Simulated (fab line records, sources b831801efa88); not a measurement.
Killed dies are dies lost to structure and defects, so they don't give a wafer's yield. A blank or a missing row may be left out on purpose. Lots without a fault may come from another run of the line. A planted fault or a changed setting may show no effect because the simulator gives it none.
Which tool did it? | flow gf180mcu | 7 lots, 21 wafers sampled, at 2 steps of a route of 602

WHAT THE GAUGES READ, wafer by wafer
GF_V1_THK_MEAS_03.
lot  | measured     | on            | V1_CVD_02_THK (nm)
L495 | day 19 02:35 | film_metro-02 | 835 848 852
L497 | day 19 22:56 | film_metro-02 | 833 831 853
L499 | day 20 13:25 | film_metro-04 | 1277 1266 1276
L506 | day 23 06:43 | film_metro-04 | 850 868 857
L508 | day 23 18:07 | film_metro-02 | 853 857 861
L510 | day 24 15:03 | film_metro-04 | 842 867 847
L512 | day 25 00:46 | film_metro-04 | 839 869 878

WHICH TOOL RAN EACH LOT (tool, then ch and the chambers of the sampled wafers, then the start)
lot  | GF_V1_CVD_02
L495 | pecvd-03 ch 0,1, day 19 02:31
L497 | pecvd-03 ch 0,2, day 19 22:52
L499 | pecvd-03 ch 0,1,2, day 20 13:21
L506 | pecvd-04 ch 0,1,2, day 23 06:38
L508 | pecvd-01 ch 0,2, day 23 18:02
L510 | pecvd-03 ch 0,1,2, day 24 14:58
L512 | pecvd-01 ch 1,2, day 25 00:41
- GF_V1_CVD_02: deposits SiO2 from TEOS, target thk 850 nm, time 94.851 s.

THE ANSWER, worked out from the rows above alone
Rule: what is usual is taken from the lots themselves. Put in order of their means at a reading, lots are off if they are a third of the lots or fewer, leave a main group of 4 or more, and stand apart from it by a gap of 3 or more times the standard deviation of the main group's means; of several such gaps the widest counts. A main group whose means are all the same, to the digits that the tables above print for the reading, isn't used. A lot without any number at a reading at which 4 lots or more have one is off too. The other lots that the step has rows for count as sound.
Off: L499, at GF_V1_THK_MEAS_03 (V1_CVD_02_THK). The main group: mean 852 nm, standard deviation 8.
A tool fits if, at a process step before that reading, it ran every lot that is off, and no sound lot after the first of them. The gauges at GF_V1_THK_MEAS_03 are tried like those tools. None of those tried fits.

WHAT THE SIMULATOR HAD PUT IN
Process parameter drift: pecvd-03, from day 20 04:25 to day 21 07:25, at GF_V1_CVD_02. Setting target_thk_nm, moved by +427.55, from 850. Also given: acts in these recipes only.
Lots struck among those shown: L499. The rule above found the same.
